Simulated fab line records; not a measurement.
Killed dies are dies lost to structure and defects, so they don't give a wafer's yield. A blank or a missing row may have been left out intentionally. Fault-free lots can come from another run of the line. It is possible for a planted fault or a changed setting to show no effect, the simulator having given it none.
fab line records ; flow sfq_line
[record] lots = 5; wafers = 15; last_day = 87
route steps=325 shown I0@47 M1@58 I1@73 M2@88 M8@325
lots that met no fault: taken from a fault-free run of the same line
start_h: the number of hours between the record's first day and the start of the first shown wafer of the lot ; wait_h: hours elapsed since this lot's preceding step ; " unchanged from the row above ; L1.1+2: several wafers, shown together as one row ; - value missing, or start not given ; * or withheld: withheld ; < > ~ a bound
route shown NAME@n: names a module that has steps shown in the file, with the first one's number in the route ; usual: mean and standard deviation over wafers with no fault ; same: alike in all rows ; chamber/n: place in a boat ; sites: each site's reading ; _std_site: their standard deviation ; _edge_site: outer sites' mean less inner sites' ; radius_mm: for every site, how far away it sits from the centre of the wafer ; mask NAME#n: copy n ; behind: the tool/chamber that last shaped the wafer ; hold: reason for holding the lot/hours on hold/outcome of the hold ; device: transistor that didn't switch, given as n, p or np ; end of line: the route-end tests of the same wafers ; step lacking rows: just its recipe ; killed: the dies lost at the first sort to structure and to defects; this is not the yield of the wafer ; map: a wafer's dies, marking killed ones x, the rest . and places with no die _
set.NAME: the setting that was run; set.NAME@STEP: the one run at that earlier step ; model.NAME: the simulator's own value behind a step, which no gauge read
lots at selected steps of the route; one table per step, one row per wafer
services: when a tool's chamber went out of use (start_h, in hours from the record's first day, below 0 if earlier), for how many hours, and the reason
[[steps]]
[step SFQ_TRILAYER_I0_VIA_LITHO_COAT_036]
[recipe] resist = BARC; spin_rpm = 3000; resist_thk_nm = 62
[step SFQ_TRILAYER_I0_VIA_LITHO_COAT_031]
[recipe] resist = KrF; spin_rpm = 3000; resist_thk_nm = 650
[step SFQ_TRILAYER_I0_VIA_LITHO_SOFTBAKE_035]
[recipe] temp_c = withheld; time_s = withheld; resist = KrF
[step SFQ_TRILAYER_I0_VIA_LITHO_EXPOSE_032]
[recipe] mask_id = I0; na = 0.6; source_shape = conventional; sigma_outer = 0.65; target_cd_nm = 500; dose_mj = 21.3
[step SFQ_TRILAYER_I0_VIA_LITHO_PEB_034]
[recipe] peb_temp_c = 115; peb_time_s = 60; resist = KrF
[step SFQ_TRILAYER_I0_VIA_LITHO_DEVELOP_033]
[recipe] time_s = 60; resist = KrF
[step SFQ_I0_OVL_MEAS_908]
[usual] I0_OVL = 2/4.2
lot.wafer;tool;chamber;start_h;wait_h;I0_OVL[nm]
L517.4;overlay-01;-;272.36;0.1;1
L517.5;overlay-01;-;272.36;0.1;-5
L517.6;overlay-01;-;272.36;0.1;-3
L520.2;overlay-01;-;286.75;0.1;-4
L520.4;overlay-01;-;286.75;0.1;-2
L520.5;overlay-01;-;286.75;0.1;2
L526.2;overlay-01;-;325.25;0.1;-4
L526.4;overlay-01;-;325.25;0.1;-1
L526.6;overlay-01;-;325.25;0.1;-4
L532.2;overlay-01;-;373.80;0.1;-7
L532.4;overlay-01;-;373.80;0.1;-4
L532.5;overlay-01;-;373.80;0.1;-3
L534.4;overlay-02;-;384.61;0.1;-1
L534.5;overlay-02;-;384.61;0.1;-1
L534.6;overlay-02;-;384.61;0.1;-2
[step SFQ_TRILAYER_I0_VIA_BARC_OPEN_VIA_ETCH_046]
[recipe] mask_material = PR; chemistry = O2; target_depth_nm = 125; target = BARC; source_w = 500; bias_w = 80; pressure_mtorr = 30; time_s = 41.7
[step SFQ_TRILAYER_I0_VIA_ETCH_VIA_ETCH_034]
[recipe] target = SiO2; stop_on = Nb; mask_material = PR; taper_deg = 20; chemistry = CHF3; target_depth_nm = 260; source_w = 500; bias_w = 80; pressure_mtorr = 30; time_s = withheld
[step SFQ_TRILAYER_I0_VIA_STRIP_STRIP_035]
[recipe] gas = O2; power_w = 200; platen_temp_c = 40; overash_fraction = 0.65; chemistry = O2; pressure_mtorr = 50
[usual] chamber_pressure_mTorr = 49.99/0.043; drypump_motor_current_A = 5.5/0.51; oes_product_au = 0.996/0.0073
lot.wafer;tool;chamber;start_h;wait_h;chamber_pressure_mTorr;drypump_motor_current_A;oes_product_au;rf_hours_counter_h
L517.4;rie_metal-03;1;272.73;-;50.03;6.4;0.995;-
L517.5;rie_metal-03;1;272.73;-;49.96;6.4;0.995;-
L517.6;rie_metal-03;0;272.73;-;49.99;5.1;1.002;-
L520.2;rie_metal-02;0;286.93;-;50.05;5.5;0.995;12
L520.4;rie_metal-02;1;286.93;-;49.97;5.7;1.004;-
L520.5;rie_metal-02;1;286.93;-;49.91;5.7;1.007;-
L526.2;rie_metal-04;0;325.43;-;49.96;4.9;1.005;117
L526.4;rie_metal-04;1;325.43;-;49.98;5.5;0.995;-
L526.6;rie_metal-04;1;325.43;-;49.98;5.4;0.977;-
L532.2;rie_metal-03;0;374.06;-;50.02;5.1;1.005;57
L532.4;rie_metal-03;0;374.06;-;49.97;5.1;0.992;-
L532.5;rie_metal-03;1;374.06;-;49.99;6.4;0.991;-
L534.4;rie_metal-02;1;384.98;-;49.98;5.7;0.992;-
L534.5;rie_metal-02;1;384.98;-;49.98;5.7;0.984;-
L534.6;rie_metal-02;0;384.98;-;49.94;5.5;0.986;-
[step SFQ_TRILAYER_I0_VIA_STRIP_SOLV_CLEAN_036]
[recipe] chemistry = NMP; temp_c = 70; time_s = 600
[step SFQ_TRILAYER_M1_DEP_PRE_CLEAN_038]
[recipe] gas = Ar; time_s = 22.5; bias_v = 250
[step SFQ_TRILAYER_M1_DEP_SPUTTER_037]
[recipe] material = Nb; base_pressure_pa = 1.33e-06; chamber_pressure_pa = 0.1333; substrate_temp_c = 20; resputter_cathode_voltage_v = 400; target_thk_nm = 200; power_w = 2000; time_s = 133.3
[usual] chamber_pressure_pa = 0.13333/0.00026; throttle_valve_pct = 30.0/1.2
lot.wafer;tool;chamber;start_h;wait_h;chamber_pressure_pa;throttle_valve_pct;model.Nb_of_TRILAYER_M1_DEP_SPUTTER_037.thk_nm
L517.4;pvd_sputter-05;-;273.33;0.0;0.13308;29.1;202.2
L517.5;pvd_sputter-05;-;273.33;0.0;0.13321;29.1;201.7
L517.6;pvd_sputter-05;-;273.33;0.0;0.13349;30.3;201.8
L520.2;pvd_sputter-06;-;287.73;0.0;0.13338;29.0;203
L520.4;pvd_sputter-06;-;287.73;0.0;0.13327;31.6;203.2
L520.5;pvd_sputter-06;-;287.73;0.0;0.13361;28.8;204.4
L526.2;pvd_sputter-03;-;326.23;0.0;0.13316;31.5;200.6
L526.4;pvd_sputter-03;-;326.23;0.0;0.13406;30.4;199.8
L526.6;pvd_sputter-03;-;326.23;0.0;0.13323;27.9;200
L532.2;pvd_sputter-03;-;374.86;0.0;0.13297;28.8;197.9
L532.4;pvd_sputter-03;-;374.86;0.0;0.13333;31.7;268.7
L532.5;pvd_sputter-03;-;374.86;0.0;0.13348;30.3;267.8
L534.4;pvd_sputter-05;-;385.60;0.0;0.13361;31.4;196.3
L534.5;pvd_sputter-05;-;385.60;0.0;0.13325;29.3;199
L534.6;pvd_sputter-05;-;385.60;0.0;0.13336;30.9;198.3
[step SFQ_M1_RS_MEAS_909]
[recipe] thk_meas_gauge = four-point-probe; reads = Nb_of_TRILAYER_M1_DEP_SPUTTER_037
[usual] M1_NB_RS = 0.891/0.0098
lot.wafer;tool;chamber;start_h;wait_h;M1_NB_RS[ohm/sq]
L517.4;film_metro-03;-;273.48;0.1;0.880
L517.5;film_metro-03;-;273.48;0.1;0.883
L517.6;film_metro-03;-;273.48;0.1;0.879
L520.2;film_metro-03;-;287.84;0.1;0.875
L520.4;film_metro-03;-;287.84;0.1;0.874
L520.5;film_metro-03;-;287.84;0.1;0.869
L526.2;film_metro-03;-;326.34;0.1;0.885
L526.4;film_metro-03;-;326.34;0.1;0.887
L526.6;film_metro-03;-;326.34;0.1;0.887
L532.2;film_metro-02;-;374.97;0.1;0.902
L532.4;film_metro-02;-;374.97;0.1;0.663
L532.5;film_metro-02;-;374.97;0.1;0.664
L534.4;film_metro-02;-;385.75;0.1;0.908
L534.5;film_metro-02;-;385.75;0.1;0.897
L534.6;film_metro-02;-;385.75;0.1;0.901
[step SFQ_TRILAYER_M1_LITHO_COAT_044]
[recipe] resist = BARC; spin_rpm = 3000; resist_thk_nm = 62
[step SFQ_TRILAYER_M1_LITHO_COAT_039]
[recipe] resist = KrF; spin_rpm = 3000; resist_thk_nm = 600
[step SFQ_TRILAYER_M1_LITHO_SOFTBAKE_043]
[recipe] temp_c = withheld; time_s = withheld; resist = KrF
[step SFQ_TRILAYER_M1_LITHO_EXPOSE_040]
[recipe] mask_id = M1; na = 0.6; source_shape = conventional; sigma_outer = 0.65; target_cd_nm = 500; dose_mj = 14.4
[step SFQ_TRILAYER_M1_LITHO_PEB_042]
[recipe] peb_temp_c = 115; peb_time_s = 60; resist = KrF
[step SFQ_TRILAYER_M1_LITHO_DEVELOP_041]
[recipe] time_s = 60; resist = KrF
[step SFQ_M1_OVL_MEAS_911]
[usual] M1_OVL = -2/4.7
lot.wafer;tool;chamber;start_h;wait_h;M1_OVL[nm]
L517.4;overlay-02;-;385.81;0.1;1
L517.5;overlay-02;-;385.81;0.1;0
L517.6;overlay-02;-;385.81;0.1;5
L520.2;overlay-01;-;407.40;0.1;1
L520.4;overlay-01;-;407.40;0.1;-2
L520.5;overlay-01;-;407.40;0.1;-1
L526.2;overlay-01;-;451.04;0.1;-6
L526.4;overlay-01;-;451.04;0.1;-4
L526.6;overlay-01;-;451.04;0.1;-1
L532.2;overlay-02;-;501.09;0.1;0
L532.4;overlay-02;-;501.09;0.1;0
L532.5;overlay-02;-;501.09;0.1;5
L534.4;overlay-01;-;515.30;0.1;4
L534.5;overlay-01;-;515.30;0.1;2
L534.6;overlay-01;-;515.30;0.1;7
[step SFQ_TRILAYER_M1_BARC_OPEN_METAL_ETCH_054]
[recipe] mask_material = PR; chemistry = O2; target_depth_nm = 125; target = BARC; icp_w = 600; bias_w = 80; pressure_mtorr = 10; time_s = 41.7
[usual] chamber_pressure_mTorr = 10.000/0.0097; drypump_motor_current_A = 5.34/0.26; oes_product_au = 0.684/0.0045
[same] time_s = 41.7
lot.wafer;tool;chamber;start_h;wait_h;chamber_pressure_mTorr;drypump_motor_current_A;oes_product_au;rf_hours_counter_h
L517.4;rie_metal-04;1;385.85;0.0;10.005;5.45;0.678;-
L517.5;rie_metal-04;1;385.85;0.0;10.012;5.45;0.682;-
L517.6;rie_metal-04;0;385.85;0.0;10.007;4.89;0.687;-
L520.2;rie_metal-02;0;407.43;0.0;10.003;5.49;0.683;34
L520.4;rie_metal-02;1;407.43;0.0;10.001;5.69;0.687;-
L520.5;rie_metal-02;0;407.43;0.0;9.988;5.51;0.682;-
L526.2;rie_metal-01;1;451.07;0.0;9.990;5.39;0.684;71
L526.4;rie_metal-01;0;451.07;0.0;9.986;5.37;0.687;-
L526.6;rie_metal-01;1;451.07;0.0;10.005;5.38;0.685;-
L532.2;rie_metal-02;1;501.12;0.0;10.008;5.70;0.688;86
L532.4;rie_metal-02;0;501.12;0.0;10.007;5.47;0.681;-
L532.5;rie_metal-02;0;501.12;0.0;9.992;5.48;0.674;-
L534.4;rie_metal-04;0;515.34;0.0;10.001;4.89;0.689;-
L534.5;rie_metal-04;0;515.34;0.0;10.004;4.89;0.687;-
L534.6;rie_metal-04;1;515.34;0.0;9.988;5.49;0.678;-
[step SFQ_TRILAYER_M1_ETCH_METAL_ETCH_042]
[recipe] target = Nb; stop_on = SiO2; mask_material = PR; chemistry = Cl2/Ar; target_depth_nm = 240; icp_w = 600; bias_w = 80; pressure_mtorr = 10; time_s = 120
[usual] chamber_pressure_mTorr = 9.999/0.0084; drypump_motor_current_A = 5.33/0.26; oes_product_au = 0.894/0.0068
[same] time_s = 120
lot.wafer;tool;chamber;start_h;wait_h;chamber_pressure_mTorr;drypump_motor_current_A;oes_product_au;rf_hours_counter_h
L517.4;rie_metal-04;1;385.96;0.1;9.991;5.47;0.897;-
L517.5;rie_metal-04;1;385.96;0.1;9.997;5.45;0.903;-
L517.6;rie_metal-04;0;385.96;0.1;10.004;4.89;0.904;-
L520.2;rie_metal-02;0;407.49;0.0;10.004;5.46;0.903;34
L520.4;rie_metal-02;1;407.49;0.0;10.009;5.65;0.905;-
L520.5;rie_metal-02;0;407.49;0.0;9.991;5.47;0.903;-
L526.2;rie_metal-01;1;451.13;0.0;9.984;5.38;0.896;71
L526.4;rie_metal-01;0;451.13;0.0;9.988;5.32;0.886;-
L526.6;rie_metal-01;1;451.13;0.0;9.997;5.38;0.891;-
L532.2;rie_metal-02;1;501.18;0.0;9.998;5.68;0.885;86
L532.4;rie_metal-02;0;501.18;0.0;9.991;5.49;0.989;-
L532.5;rie_metal-02;0;501.18;0.0;10.000;5.48;0.996;-
L534.4;rie_metal-04;0;515.42;0.1;10.005;4.90;0.889;-
L534.5;rie_metal-04;0;515.42;0.1;10.002;4.89;0.889;-
L534.6;rie_metal-04;1;515.42;0.1;9.982;5.46;0.892;-
[step SFQ_TRILAYER_M1_STRIP_STRIP_043]
[recipe] gas = O2; power_w = 200; platen_temp_c = 40; overash_fraction = 0.65; chemistry = O2; pressure_mtorr = 50
[step SFQ_TRILAYER_M1_STRIP_SOLV_CLEAN_044]
[recipe] chemistry = NMP; temp_c = 70; time_s = 600
[step SFQ_TRILAYER_I1_DEP_PECVD_045]
[recipe] material = SiO2; temp_c = 150; time_s = 111.11; pressure_torr = 2.4; rf_w = 183.3; precursor = SiH4/N2O; target_thk_nm = 500
[step SFQ_TRILAYER_I1_CMP_CMP_046]
[recipe] material = SiO2; down_force_psi = 3; platen_rpm = 60; pad_velocity_m_s = 0.94248
[step SFQ_I1_BOW_MEAS_912]
[recipe] mode = bow
[usual] I1_BOW = 2/8.7
lot.wafer;tool;chamber;start_h;wait_h;I1_BOW[um]
L517.4;film_metro-04;-;402.11;1.1;16
L517.5;film_metro-04;-;402.11;1.1;17
L517.6;film_metro-04;-;402.11;1.1;8
L520.2;film_metro-04;-;427.07;2.0;2
L520.4;film_metro-04;-;427.07;2.0;3
L520.5;film_metro-04;-;427.07;2.0;8
L526.2;film_metro-04;-;463.07;2.5;-7
L526.4;film_metro-04;-;463.07;2.5;-3
L526.6;film_metro-04;-;463.07;2.5;-15
L532.2;film_metro-02;-;511.49;1.0;9
L532.4;film_metro-02;-;511.49;1.0;6
L532.5;film_metro-02;-;511.49;1.0;6
L534.4;film_metro-04;-;528.20;2.6;-9
L534.5;film_metro-04;-;528.20;2.6;-4
L534.6;film_metro-04;-;528.20;2.6;-10
[step SFQ_TRILAYER_I1_METRO_MEASURE_047]
[step SFQ_TRILAYER_I1_VIA_LITHO_COAT_054]
[recipe] resist = BARC; spin_rpm = 3000; resist_thk_nm = 62
[step SFQ_TRILAYER_I1_VIA_LITHO_COAT_049]
[recipe] resist = KrF; spin_rpm = 3000; resist_thk_nm = 650
[step SFQ_TRILAYER_I1_VIA_LITHO_SOFTBAKE_053]
[recipe] temp_c = withheld; time_s = withheld; resist = KrF
[step SFQ_TRILAYER_I1_VIA_LITHO_EXPOSE_050]
[recipe] mask_id = I1; na = 0.6; source_shape = conventional; sigma_outer = 0.65; target_cd_nm = 500; dose_mj = 21.3
[step SFQ_TRILAYER_I1_VIA_LITHO_PEB_052]
[recipe] peb_temp_c = 115; peb_time_s = 60; resist = KrF
[step SFQ_TRILAYER_I1_VIA_LITHO_DEVELOP_051]
[recipe] time_s = 60; resist = KrF
[step SFQ_I1_OVL_MEAS_913]
[usual] I1_OVL = -8/5.1
lot.wafer;tool;chamber;start_h;wait_h;I1_OVL[nm]
L517.4;overlay-02;-;440.81;0.1;-11
L517.5;overlay-02;-;440.81;0.1;-7
L517.6;overlay-02;-;440.81;0.1;-12
L520.2;overlay-02;-;469.53;0.1;-14
L520.4;overlay-02;-;469.53;0.1;-9
L520.5;overlay-02;-;469.53;0.1;-12
L526.2;overlay-01;-;504.84;0.1;-10
L526.4;overlay-01;-;504.84;0.1;-3
L526.6;overlay-01;-;504.84;0.1;-1
L532.2;overlay-02;-;534.84;0.1;-1
L532.4;overlay-02;-;534.84;0.1;3
L532.5;overlay-02;-;534.84;0.1;-6
L534.4;overlay-01;-;547.86;0.1;-9
L534.5;overlay-01;-;547.86;0.1;-8
L534.6;overlay-01;-;547.86;0.1;-11
[step SFQ_TRILAYER_I1_VIA_BARC_OPEN_VIA_ETCH_071]
[recipe] mask_material = PR; chemistry = O2; target_depth_nm = 125; target = BARC; source_w = 500; bias_w = 80; pressure_mtorr = 30; time_s = 41.7
[usual] chamber_pressure_mTorr = 30.003/0.029; drypump_motor_current_A = 5.8/0.52; oes_product_au = 0.685/0.0045
[same] time_s = 41.7
lot.wafer;tool;chamber;start_h;wait_h;chamber_pressure_mTorr;drypump_motor_current_A;oes_product_au;rf_hours_counter_h
L517.4;rie_diel-01;0;440.83;0.0;29.991;5.5;0.691;70
L517.5;rie_diel-01;3;440.83;0.0;30.002;5.9;0.686;-
L517.6;rie_diel-01;0;440.83;0.0;29.972;5.5;0.680;-
L520.2;rie_diel-01;1;469.56;0.0;30.010;5.1;0.687;7
L520.4;rie_diel-01;0;469.56;0.0;29.987;5.5;0.690;70
L520.5;rie_diel-01;2;469.56;0.0;30.069;5.9;0.687;-
L526.2;rie_diel-01;3;504.87;0.0;29.977;5.9;0.683;5
L526.4;rie_diel-01;2;504.87;0.0;30.019;5.9;0.684;-
L526.6;rie_diel-01;0;504.87;0.0;30.027;5.5;0.692;-
L532.2;rie_diel-04;1;534.87;0.0;30.058;5.7;0.678;3
L532.4;rie_diel-04;3;534.87;0.0;30.012;6.2;0.688;15
L532.5;rie_diel-04;3;534.87;0.0;30.035;6.3;0.678;-
L534.4;rie_diel-01;3;547.87;0.0;30.010;5.9;0.687;6
L534.5;rie_diel-01;0;547.87;0.0;30.015;5.5;0.679;-
L534.6;rie_diel-01;3;547.87;0.0;29.953;5.9;0.681;-
[step SFQ_TRILAYER_I1_VIA_ETCH_VIA_ETCH_052]
[recipe] target = SiO2; stop_on = Nb; mask_material = PR; taper_deg = 20; chemistry = CHF3; target_depth_nm = 260; source_w = 500; bias_w = 80; pressure_mtorr = 30; time_s = withheld
[usual] chamber_pressure_mTorr = 30.001/0.024; drypump_motor_current_A = 5.8/0.52; oes_product_au = 0.855/0.0047
lot.wafer;tool;chamber;start_h;wait_h;chamber_pressure_mTorr;drypump_motor_current_A;oes_product_au
L517.4;rie_diel-01;0;440.87;0.0;29.980;5.5;0.863
L517.5;rie_diel-01;3;440.87;0.0;29.980;5.9;0.857
L517.6;rie_diel-01;0;440.87;0.0;30.019;5.5;0.859
L520.2;rie_diel-01;1;469.60;0.0;30.030;5.1;0.853
L520.4;rie_diel-01;0;469.60;0.0;30.018;5.5;0.858
L520.5;rie_diel-01;2;469.60;0.0;30.043;5.9;0.858
L526.2;rie_diel-01;3;504.91;0.0;30.005;5.9;0.857
L526.4;rie_diel-01;2;504.91;0.0;29.989;5.9;0.851
L526.6;rie_diel-01;0;504.91;0.0;29.997;5.5;0.855
L532.2;rie_diel-04;1;534.91;0.0;29.974;5.7;0.856
L532.4;rie_diel-04;3;534.91;0.0;30.018;6.3;0.853
L532.5;rie_diel-04;3;534.91;0.0;30.020;6.2;0.857
L534.4;rie_diel-01;3;547.91;0.0;29.994;5.9;0.862
L534.5;rie_diel-01;0;547.91;0.0;29.996;5.5;0.855
L534.6;rie_diel-01;3;547.91;0.0;30.051;5.9;0.855
[step SFQ_TRILAYER_I1_VIA_STRIP_STRIP_053]
[recipe] gas = O2; power_w = 200; platen_temp_c = 40; overash_fraction = 0.65; chemistry = O2; pressure_mtorr = 50
[usual] chamber_pressure_mTorr = 49.99/0.047; drypump_motor_current_A = 5.6/0.41; oes_product_au = 0.999/0.0073
lot.wafer;tool;chamber;start_h;wait_h;chamber_pressure_mTorr;drypump_motor_current_A;oes_product_au;rf_hours_counter_h
L517.4;rie_metal-02;0;441.18;-;49.99;5.5;0.995;-
L517.5;rie_metal-02;1;441.18;-;49.93;5.7;1.008;-
L517.6;rie_metal-02;0;441.18;-;50.03;5.5;0.997;-
L520.2;rie_metal-01;0;469.71;-;50.00;5.3;0.994;135
L520.4;rie_metal-01;1;469.71;-;49.93;5.4;0.986;-
L520.5;rie_metal-01;0;469.71;-;50.00;5.4;1.006;-
L526.2;rie_metal-01;0;505.03;-;50.00;5.3;1.010;143
L526.4;rie_metal-01;0;505.03;-;49.96;5.3;0.996;-
L526.6;rie_metal-01;1;505.03;-;49.91;5.4;1.007;-
L532.2;rie_metal-03;1;535.03;-;49.97;6.4;1.002;47
L532.4;rie_metal-03;1;535.03;-;50.07;6.4;0.999;-
L532.5;rie_metal-03;0;535.03;-;50.00;5.1;0.997;-
L534.4;rie_metal-02;0;548.23;-;49.94;5.5;0.996;-
L534.5;rie_metal-02;0;548.23;-;50.00;5.5;0.984;-
L534.6;rie_metal-02;1;548.23;-;50.00;5.7;0.996;-
[step SFQ_TRILAYER_I1_VIA_STRIP_SOLV_CLEAN_054]
[recipe] chemistry = NMP; temp_c = 70; time_s = 600
[step SFQ_TRILAYER_M2_DEP_PRE_CLEAN_056]
[recipe] gas = Ar; time_s = 22.5; bias_v = 250
[step SFQ_M8_BOW_MEAS_951]
[recipe] mode = bow
[usual] M8_BOW = 5/12
lot.wafer;tool;chamber;start_h;wait_h;M8_BOW[um];model.etest.m1.comb_log10_ohm;model.etest.m1.ohm_sq
L517.4;film_metro-04;-;1997.52;0.1;24;12;0.88
L517.5;film_metro-04;-;1997.52;0.1;23;12;0.8823
L517.6;film_metro-04;-;1997.52;0.1;14;12;0.8818
L520.2;film_metro-04;-;2024.02;0.0;4;12;0.8767
L520.4;film_metro-04;-;2024.02;0.0;5;12;0.8756
L520.5;film_metro-04;-;2024.02;0.0;11;12;0.8708
L526.2;film_metro-02;-;2050.33;0.0;2;12;0.887
L526.4;film_metro-02;-;2050.33;0.0;6;12;0.8906
L526.6;film_metro-02;-;2050.33;0.0;-6;12;0.8896
L532.2;film_metro-04;-;2074.64;0.0;4;12;0.8993
L532.4;film_metro-04;-;2074.64;0.0;0;0;0.6624
L532.5;film_metro-04;-;2074.64;0.0;2;0;0.6645
L534.4;film_metro-02;-;2078.28;0.1;-2;12;0.9066
L534.5;film_metro-02;-;2078.28;0.1;1;12;0.8943
L534.6;film_metro-02;-;2078.28;0.1;-6;12;0.8975
[[services]]
tool;chamber;start_h;hours;kind
rie_metal-02;-;254.97;2.8;pm
pvd_sputter-03;2;267.68;-;consumable_replace:kit
rie_diel-01;2;275.26;24.4;repair
rie_diel-01;0;293.62;14.6;repair
rie_metal-01;0;303.92;1.1;repair
rie_metal-02;1;332.00;11.1;repair
rie_metal-04;1;332.29;11.3;repair
rie_metal-02;0;345.60;3.7;repair
rie_metal-01;-;354.57;0.5;repair
rie_diel-04;1;363.61;22.6;repair
rie_diel-01;0;363.71;10.3;repair
rie_diel-04;0;371.86;4.1;repair
rie_diel-04;-;375.83;1.6;repair
pvd_sputter-03;-;394.25;0.6;repair
rie_metal-01;-;436.29;0.4;repair
pvd_sputter-06;-;443.46;25.3;repair
rie_metal-03;-;455.45;28.1;pm
rie_metal-01;-;484.38;0.6;repair
rie_diel-01;1;497.09;33.0;repair
rie_metal-04;-;504.65;2.8;pm
rie_diel-04;-;509.47;0.9;repair
rie_metal-01;1;509.90;7.3;repair
pvd_sputter-03;-;517.22;7.7;repair
pvd_sputter-05;-;535.64;4.8;repair
[[key]]
[first_sign] step = SFQ_M1_RS_MEAS_909; reading = M1_NB_RS; direction = down; sigmas = 23; usual = 0.891; struck = 0.663
[effect] step = SFQ_TRILAYER_M1_ETCH_METAL_ETCH_042; reading = oes_product_au; direction = up; sigmas = 14; usual = 0.894; struck = 0.993
[model_effect] step = SFQ_TRILAYER_M1_DEP_SPUTTER_037; value = Nb_of_TRILAYER_M1_DEP_SPUTTER_037.thk_nm; without = 198.9; struck = 268.2
[model_effect] step = SFQ_M8_BOW_MEAS_951; value = etest.m1.comb_log10_ohm; without = 12; struck = 0
met_at SFQ_TRILAYER_M1_DEP_SPUTTER_037
struck_wafers L532.4,L532.5
onset_between 326.23 374.86
[fault] kind = process_parameter_drift; tool = pvd_sputter-03; chamber = -; onset_h = 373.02; steps = SFQ_TRILAYER_M1_DEP_SPUTTER_037; channel = target_thk_nm; offset = 69.326; shape = step; end_h = 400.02; scope = struck_wafers_only; acts_in = these_recipes_only; stated = 200
